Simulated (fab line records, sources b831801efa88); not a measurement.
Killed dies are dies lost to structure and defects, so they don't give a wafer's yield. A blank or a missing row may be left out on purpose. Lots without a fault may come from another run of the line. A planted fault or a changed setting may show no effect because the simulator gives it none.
One fault seen from 2 desks | flow gf180mcu | each desk has only its own numbers; what lay behind them comes last

THE TOOL OWNER'S DESK: litho_track-02
The tool's own readings at GF_V4_PEB_12 (peb time 90 s): means of the sampled wafers that have a number, for each lot that ran on this tool. A lot is out of limits, marked OUT, if its mean lies more than 4 standard deviations from the usual mean; the brackets give that distance.
Columns: A = heater_power_total_W at GF_V4_PEB_12, usual 85.70 W
lot  | first seen here | A
L949 | day 27 12:12    | 85.68
L950 | day 27 18:35    | 85.68
L952 | day 28 06:48    | 98.26 (+99 or more) OUT
L953 | day 28 15:12    | 98.29 (+99 or more) OUT
L954 | day 28 20:13    | 98.22 (+99 or more) OUT
This desk's finding: out of limits on L952, L953, L954; first on L952, day 28 06:48 (heater_power_total_W at GF_V4_PEB_12). In limits: L949, L950.

THE METROLOGY DESK
What the gauges read, lot by lot, whatever tool the lot ran on: means of the sampled wafers that have a number. A lot is out of limits, marked OUT, if its mean lies more than 4 standard deviations from the usual mean; the brackets give that distance.
Columns: A = M4_OVL at GF_M4_OVL_MEAS_15, usual -3 nm; B = V4_CVD_02_THK at GF_V4_THK_MEAS_03, usual 849 nm; C = cd_nm at GF_V4_CD_MEAS_14, usual 259.9 nm
lot  | first seen here | A  | B   | C
L940 | day 23 08:50    | 0  | 831 | 260.2
L942 | day 23 22:29    | -2 | 858 | 258.8
L944 | day 24 21:06    | -3 | 854 | 260.3
L948 | day 26 02:48    | -6 | 842 | 259.0
L949 | day 26 14:08    | -6 | 844 | 259.3
L950 | day 26 20:58    | 0  | 862 | 258.6
L951 | day 27 02:49    | -3 | 865 | 261.5
L952 | day 27 09:46    | -0 | 847 | 247.5 (-10) OUT
L953 | day 27 18:13    | -7 | 853 | 247.5 (-10) OUT
L954 | day 27 23:14    | -3 | 852 | 249.6 (-8.6) OUT
L959 | day 29 11:42    | 4  | 863 | 261.4
L962 | day 30 08:47    | 1  | 830 | 260.1
L963 | day 30 16:24    | -3 | 850 | 260.0
This desk's finding: out of limits on L952, L953, L954; first on L952, day 28 07:08 (cd_nm at GF_V4_CD_MEAS_14). In limits: L940, L942, L944, L948, L949, L950, L951, L959, L962, L963.

PUT TOGETHER
The tool owner's desk could have raised an alarm at day 28 06:48, on L952, L953, L954.
The metrology desk could have raised an alarm at day 28 07:08, on L952, L953, L954.
Of the lots named, all ran GF_V4_PEB_12 on litho_track-02.

WHAT THE SIMULATOR HAD PUT IN
Process parameter drift: litho_track-02, from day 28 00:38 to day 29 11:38, at GF_V4_PEB_12. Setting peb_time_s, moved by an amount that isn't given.
Lots struck among those shown: L952, L953, L954.
Hours from the fault's start to each desk's first reading out of limits: the tool owner's desk, 6; the metrology desk, 6.
